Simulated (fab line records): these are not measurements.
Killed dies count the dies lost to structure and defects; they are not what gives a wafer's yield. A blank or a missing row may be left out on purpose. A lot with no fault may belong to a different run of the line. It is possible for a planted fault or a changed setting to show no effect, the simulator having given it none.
Which tool was responsible? || flow sky130 || 36 wafers sampled from 12 lots at 1 step of a route of 708

## WHAT EACH GAUGE READ, for each wafer
SKY_POLY_GATE_CD_MEAS_22.
{"lot": "L075", "measured": "day 17 20:02", "on": "cd sem-02", "cd nm (nm)": "147.5 147.0 147.8"}
{"lot": "L077", "measured": "day 19 09:14", "on": "cd sem-02", "cd nm (nm)": "147.3 147.4 146.4"}
{"lot": "L079", "measured": "day 19 16:08", "on": "cd sem-02", "cd nm (nm)": "152.0 151.2 149.7"}
{"lot": "L081", "measured": "day 20 17:11", "on": "cd sem-01", "cd nm (nm)": "148.0 150.8 148.4"}
{"lot": "L083", "measured": "day 21 02:02", "on": "cd sem-01", "cd nm (nm)": "153.0 154.4 152.2"}
{"lot": "L085", "measured": "day 22 04:32", "on": "cd sem-01", "cd nm (nm)": "152.2 151.4 150.0"}
{"lot": "L088", "measured": "day 23 01:49", "on": "cd sem-02", "cd nm (nm)": "153.1 150.8 151.7"}
{"lot": "L089", "measured": "day 23 08:33", "on": "cd sem-01", "cd nm (nm)": "152.4 154.2 150.5"}
{"lot": "L091", "measured": "day 24 01:29", "on": "cd sem-02", "cd nm (nm)": "151.3 145.2 148.2"}
{"lot": "L093", "measured": "day 24 13:32", "on": "cd sem-01", "cd nm (nm)": "145.9 147.5 145.4"}
{"lot": "L095", "measured": "day 25 09:59", "on": "cd sem-02", "cd nm (nm)": "144.6 149.5 147.8"}
{"lot": "L097", "measured": "day 25 22:04", "on": "cd sem-01", "cd nm (nm)": "150.8 146.3 152.4"}

## EACH LOT AND THE TOOL THAT RAN IT (in order: tool; ch and the chambers of the sampled wafers; start)
The record shows no process step preceding these readings.

## THE ANSWER, worked out from the rows above alone
Rule: the usual values come from the lots themselves. Put in order of their means at a reading, lots are off if they are a third of the lots or fewer, leave a main group of 4 or more, and stand apart from it by a gap of 3 or more times the standard deviation of the main group's means; of several such gaps the widest counts. Not used: any main group whose means are identical at the precision the tables above print for the reading. Also off: a lot with no number at a reading for which 4 or more lots have one. All remaining lots with rows at the step are treated as sound.
None of the lots is off at any reading shown; this tells nothing.

## WHAT THE SIMULATOR HAD INSERTED
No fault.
